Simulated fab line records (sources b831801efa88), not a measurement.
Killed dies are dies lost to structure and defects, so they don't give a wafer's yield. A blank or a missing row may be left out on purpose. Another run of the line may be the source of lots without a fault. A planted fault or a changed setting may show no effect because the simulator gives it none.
Chamber matching / flow gf180mcu / GF_CONTACT_CMP_04 on cmp-01: 4 sister chambers
The step polishes SiO2. 14 wafers are shown with their chamber, then 6 later ones without.

## WAFERS PAIRED WITH THEIR CHAMBERS
wafer=L792.3; chamber=2; motorCurrentA (A)=10.6; timeToEndpointS (s)=110
wafer=L792.4; chamber=1; motorCurrentA (A)=15.5; timeToEndpointS (s)=105
wafer=L792.6; chamber=1; motorCurrentA (A)=15.1; timeToEndpointS (s)=110
wafer=L798.2; chamber=1; motorCurrentA (A)=15.9; timeToEndpointS (s)=113
wafer=L798.5; chamber=0; motorCurrentA (A)=11.9; timeToEndpointS (s)=108
wafer=L801.1; chamber=0; motorCurrentA (A)=12.1; timeToEndpointS (s)=101
wafer=L801.2; chamber=3; motorCurrentA (A)=14.0; timeToEndpointS (s)=106
wafer=L801.4; chamber=1; motorCurrentA (A)=15.8; timeToEndpointS (s)=115
wafer=L804.3; chamber=0; motorCurrentA (A)=12.4; timeToEndpointS (s)=97
wafer=L804.5; chamber=3; motorCurrentA (A)=14.4; timeToEndpointS (s)=99
wafer=L804.6; chamber=0; motorCurrentA (A)=12.3; timeToEndpointS (s)=107
wafer=L805.1; chamber=2; motorCurrentA (A)=10.7; timeToEndpointS (s)=111
wafer=L805.3; chamber=0; motorCurrentA (A)=11.8; timeToEndpointS (s)=98
wafer=L805.5; chamber=3; motorCurrentA (A)=14.0; timeToEndpointS (s)=101

SIGNATURES (averages over the wafers above)
reading=motorCurrentA; chamber 0=12.100; chamber 1=15.575; chamber 2=10.650; chamber 3=14.133; scatter within a chamber=0.276
reading=timeToEndpointS; chamber 0=102.20; chamber 1=110.75; chamber 2=110.50; chamber 3=102.00; scatter within a chamber=4.31
Rule: a wafer lies at a distance from a chamber equal to the root of the sum of squares, over the readings, of (its reading less the chamber's mean, divided by the reading's scatter). The wafer belongs to the nearest chamber; if the next one is less than 2 further off, it can't be placed. The scatter is the square root of a quotient: the sum, over the shown wafers, of each reading's squared deviation from its chamber's mean, divided by wafers minus chambers.

## WAFERS WITHOUT THEIR CHAMBER
wafer=L806.3; motorCurrentA (A)=15.2; timeToEndpointS (s)=104
wafer=L806.4; motorCurrentA (A)=13.9; timeToEndpointS (s)=108
wafer=L806.5; motorCurrentA (A)=14.1; timeToEndpointS (s)=102
wafer=L813.1; motorCurrentA (A)=11.6; timeToEndpointS (s)=112
wafer=L813.4; motorCurrentA (A)=15.3; timeToEndpointS (s)=121
wafer=L813.6; motorCurrentA (A)=15.2; timeToEndpointS (s)=125

## THE CHAMBER EACH PASSED THROUGH
wafer=L806.3; from the rows above=can't be placed: 1 or 3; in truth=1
wafer=L806.4; from the rows above=3; in truth=3
wafer=L806.5; from the rows above=3; in truth=3
wafer=L813.1; from the rows above=can't be placed: 0 or 2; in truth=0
wafer=L813.4; from the rows above=1; in truth=1
wafer=L813.6; from the rows above=1; in truth=1
Correct placement for 4 of the 6. Unplaceable from these rows: 2, with the true chamber sitting among the candidates in 2. Placed wrongly: 0.
